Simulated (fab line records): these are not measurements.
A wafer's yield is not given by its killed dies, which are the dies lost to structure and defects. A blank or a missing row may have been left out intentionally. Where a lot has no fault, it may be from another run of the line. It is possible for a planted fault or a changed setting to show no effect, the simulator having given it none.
Problem report in the 8D (eight disciplines) form, filled by code | flow sky130 | the parts of the form that need people (team, actions taken, sign-off) are left out

== 1. THE PROBLEM ==
LDD_LDN_TW at SKY_LDD_LDN_TW_MEAS_13 reads a mean of 1418 on 6 wafers of 2 lots; wafers without a fault read 1484 with a standard deviation of 13. That puts it -5.1 standard deviations away from the usual mean.
First observed at day 28 20:07: wafer L813.1, on film metro-02. Wafers with a number at this step in the record: 33, from 11 lots. The rule behind "out" and "out of limits": a value lying over 4 standard deviations away from the usual mean. The other wafers with a number count as sound.

== 2. WHAT IT IS AND WHAT IT IS NOT ==
question                    | is                     | is not
which readings at this step | LDD_LDN_TW             | -
which lots                  | L813, L815             | L797, L798, L801, L805, L806, L807, L808, L812, L817
which wafers of those lots  | all that have a number | -
read on which gauges        | film metro-02          | film metro-03, film metro-04
when                        | from day 28 20:07      | up to then (24 sound wafers); but 3 sound wafers of L817 came after

== 3. WHAT RULES OUT EACH SUSPECT ==
Counting: a tool at a process step up to the reading stays a suspect if it ran every lot that is out and no sound lot after the first of them.
- ruled out: the gauge at SKY_LDD_LDN_TW_MEAS_13. All the wafers that are out were read on film metro-02, but those of them that SKY_LDD_LDN_IMPLANT_11 has rows for are out there too, on other tools.
- implanter-03 at SKY_LDD_LDN_IMPLANT_11: kept. All lots that are out passed through it, beginning with L813 at day 28 19:52, and no sound lot followed; its final sound lot before that point was L797 at day 23 11:51. Its own dose ions cm2, faraday current uA readings are out on those wafers.
After counting, what remains is implanter-03 at SKY_LDD_LDN_IMPLANT_11.

== 4. THE CAUSE (what the simulator had put in) ==
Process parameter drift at SKY_LDD_LDN_IMPLANT_11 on implanter-03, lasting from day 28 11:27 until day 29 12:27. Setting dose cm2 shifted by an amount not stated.
This tool alone remained once counting was done.

== 5. THE CHAIN OF EFFECTS, in route order ==
One row per reading whose mean, taken over the struck wafers that have a number, lies over 3 standard deviations from the usual. Scope: only readings with a usual standard deviation given in the record; hours: median across lots of the time from each lot's start at the first step in this table that gives one to its start at this step; sigmas: change in usual standard deviations.
hours | step                   | reading            | usual      | on struck wafers | change      | sigmas
0     | SKY_LDD_LDN_IMPLANT_11 | dose ions cm2      | 1.2498e+13 | 7.1690e+12       | -5.3290e+12 | -99 or more
0     | SKY_LDD_LDN_IMPLANT_11 | faraday current uA | 70.4       | 40.5             | -29.9       | -21
0     | SKY_LDD_LDN_TW_MEAS_13 | LDD_LDN_TW         | 1484       | 1418             | -66         | -5.1
It contains these process steps:
- SKY_LDD_LDN_IMPLANT_11
At these later measuring or inspecting steps, every struck wafer for which the step has a row has a number for every such reading, and none has moved that far: SKY_SD_P_CD_MEAS_07.

== 6. WHAT WOULD HAVE CAUGHT IT SOONER ==
The first out-of-limits reading at a measuring or inspecting step in this record came at day 28 20:07, 9 hours after the fault's start at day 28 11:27.
The tool's own readings at SKY_LDD_LDN_IMPLANT_11 were out on every struck wafer that the step has a row for (dose ions cm2, faraday current uA): an alarm limit on them would have fired on the first of those.
Among the 2 lots that are out, L815 began SKY_LDD_LDN_IMPLANT_11 on implanter-03 after day 28 20:07. Had the tool been put on hold then, it would have been spared.
